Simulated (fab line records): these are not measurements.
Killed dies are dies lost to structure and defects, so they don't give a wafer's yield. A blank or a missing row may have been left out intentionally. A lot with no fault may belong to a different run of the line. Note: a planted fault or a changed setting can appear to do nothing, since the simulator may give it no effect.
Which of the tools did it? -- flow gf180mcu -- 6 lots, 18 wafers sampled, at 3 steps of a route of 602

== WHAT THE GAUGES READ, wafer by wafer ==
GF_M1_CD_MEAS_14 targets a cd of 230 nm.
lot,measured,on,cd_nm (nm)
L107,day 17 17:36,cd_sem-02,230.0 228.9 230.2
L110,day 18 19:43,cd_sem-01,228.4 228.7 229.8
L113,day 19 20:39,cd_sem-02,229.3 228.9 228.5
L118,day 21 13:37,cd_sem-02,231.1 170.0 170.2 230.7 170.5 170.3
L121,day 22 15:10,cd_sem-01,229.3 168.6 169.5 229.3 168.6 169.1
L129,day 25 11:28,cd_sem-01,230.2 230.6 229.4

== EACH LOT AND THE TOOL THAT RAN IT (in order: tool; ch and the chambers of the sampled wafers; start) ==
lot,GF_POLY_GATE_ETCH_13,GF_M1_EXPOSE_11
L107,"rie_si-02 ch 2,3, day 9 16:47","krf_scanner-02 ch 0, day 17 05:42"
L110,"rie_si-02 ch 1,2,3, day 10 12:49","krf_scanner-02 ch 0, day 18 07:18"
L113,"rie_si-01 ch 1,2,3, day 11 07:47","krf_scanner-01 ch 0, day 19 08:31"
L118,"rie_si-02 ch 0,1,2, day 12 18:38","krf_scanner-02 ch 0, day 21 02:13"
L121,"rie_si-01 ch 1,2,3, day 13 14:50","krf_scanner-02 ch 0, day 22 04:03"
L129,"rie_si-02 ch 1,2, day 16 08:40","krf_scanner-01 ch 0, day 25 01:10"
- GF_POLY_GATE_ETCH_13: etches poly-Si in HBr/Cl2, stops on SiO2, target depth 198.5 nm, time 69.6 s.
- GF_M1_EXPOSE_11: exposes mask Metal1, target cd 230 nm.

== THE ANSWER, worked out from the rows above alone ==
Rule: what is usual is taken from the lots themselves. The widest of any qualifying gaps counts: lots, ordered by their means at a reading, are off when they make up no more than a third of the lots, leave a main group of 4 or more, and stand apart from it by 3 or more times the standard deviation of that group's means. If all means in a main group match to the digits the tables above print for the reading, that group is not used. Also off: a lot with no number at a reading for which 4 or more lots have one. Where the step has rows for the other lots, those lots are counted as sound.
Off: L118, L121 (GF_M1_CD_MEAS_14, cd_nm). The main group: mean 229.4 nm, standard deviation 0.49.
If a tool, at a process step before that reading, ran all the lots that are off and no sound lot after the first of them, it fits. The gauges at GF_M1_CD_MEAS_14 are tried like those tools. One fits: GF_M1_EXPOSE_11 on krf_scanner-02. Its last sound lot is L110 (day 18 07:18), its first lot that is off L118 (day 21 02:13): a fault that began between those two fits.

== WHAT THE SIMULATOR HAD PUT IN ==
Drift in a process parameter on krf_scanner-02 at GF_M1_EXPOSE_11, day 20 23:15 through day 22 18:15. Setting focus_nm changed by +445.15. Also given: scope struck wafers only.
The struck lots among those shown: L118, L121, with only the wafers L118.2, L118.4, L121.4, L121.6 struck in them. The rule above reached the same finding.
